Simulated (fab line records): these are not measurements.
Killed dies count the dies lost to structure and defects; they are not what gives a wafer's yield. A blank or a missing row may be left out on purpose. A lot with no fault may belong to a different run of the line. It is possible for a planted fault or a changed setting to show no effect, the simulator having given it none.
Chamber matching || flow sky130 || SKY_CAPM_CVD_00 on pecvd-03 has 3 sister chambers
The step deposits SiO2, target thk 15.5 nm. 6 wafers are shown with their chamber, then 10 later ones without.

== WAFERS WITH THEIR CHAMBER ==
{"wafer": "L081.1", "chamber": 1, "heater_power_w (W)": 652}
{"wafer": "L081.4", "chamber": 1, "heater_power_w (W)": 639}
{"wafer": "L088.1", "chamber": 0, "heater_power_w (W)": 765}
{"wafer": "L088.4", "chamber": 2, "heater_power_w (W)": 859}
{"wafer": "L090.2", "chamber": 2, "heater_power_w (W)": 813}
{"wafer": "L090.4", "chamber": 0, "heater_power_w (W)": 693}

== WAFERS WITHOUT THEIR CHAMBER ==
{"wafer": "L090.6", "heater_power_w (W)": 611}
{"wafer": "L092.2", "heater_power_w (W)": 624}
{"wafer": "L092.4", "heater_power_w (W)": 754}
{"wafer": "L092.5", "heater_power_w (W)": 909}
{"wafer": "L095.1", "heater_power_w (W)": 843}
{"wafer": "L095.3", "heater_power_w (W)": 720}
{"wafer": "L095.5", "heater_power_w (W)": 853}
{"wafer": "L096.1", "heater_power_w (W)": 750}
{"wafer": "L096.3", "heater_power_w (W)": 639}
{"wafer": "L096.5", "heater_power_w (W)": 741}

== THE CHAMBER EACH PASSED THROUGH ==
{"wafer": "L090.6", "from the rows above": 1, "in truth": 1}
{"wafer": "L092.2", "from the rows above": 1, "in truth": 1}
{"wafer": "L092.4", "from the rows above": "can't be placed: 0 or 2", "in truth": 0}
{"wafer": "L092.5", "from the rows above": 2, "in truth": 2}
{"wafer": "L095.1", "from the rows above": 2, "in truth": 2}
{"wafer": "L095.3", "from the rows above": "can't be placed: 0 or 1", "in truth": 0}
{"wafer": "L095.5", "from the rows above": 2, "in truth": 2}
{"wafer": "L096.1", "from the rows above": "can't be placed: 0 or 2", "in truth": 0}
{"wafer": "L096.3", "from the rows above": 1, "in truth": 1}
{"wafer": "L096.5", "from the rows above": 0, "in truth": 0}
Correctly placed: 7 of 10. Not placeable from these rows: 3 (in 3, the candidates include the true chamber). Number placed wrongly: 0.
How it was worked out, from the rows above alone: a wafer's distance from a chamber is the root of the sum, over the readings, of the square of ((its reading less the chamber's mean) divided by the reading's scatter). The wafer belongs to the nearest chamber; if the next one is less than 2 further off, it can't be placed. The mean given for a chamber averages the wafers shown for that chamber. How the scatter is found: for the shown wafers, subtract from each reading the mean of its chamber, square and add these, divide the total by (wafers less chambers), then take the root.
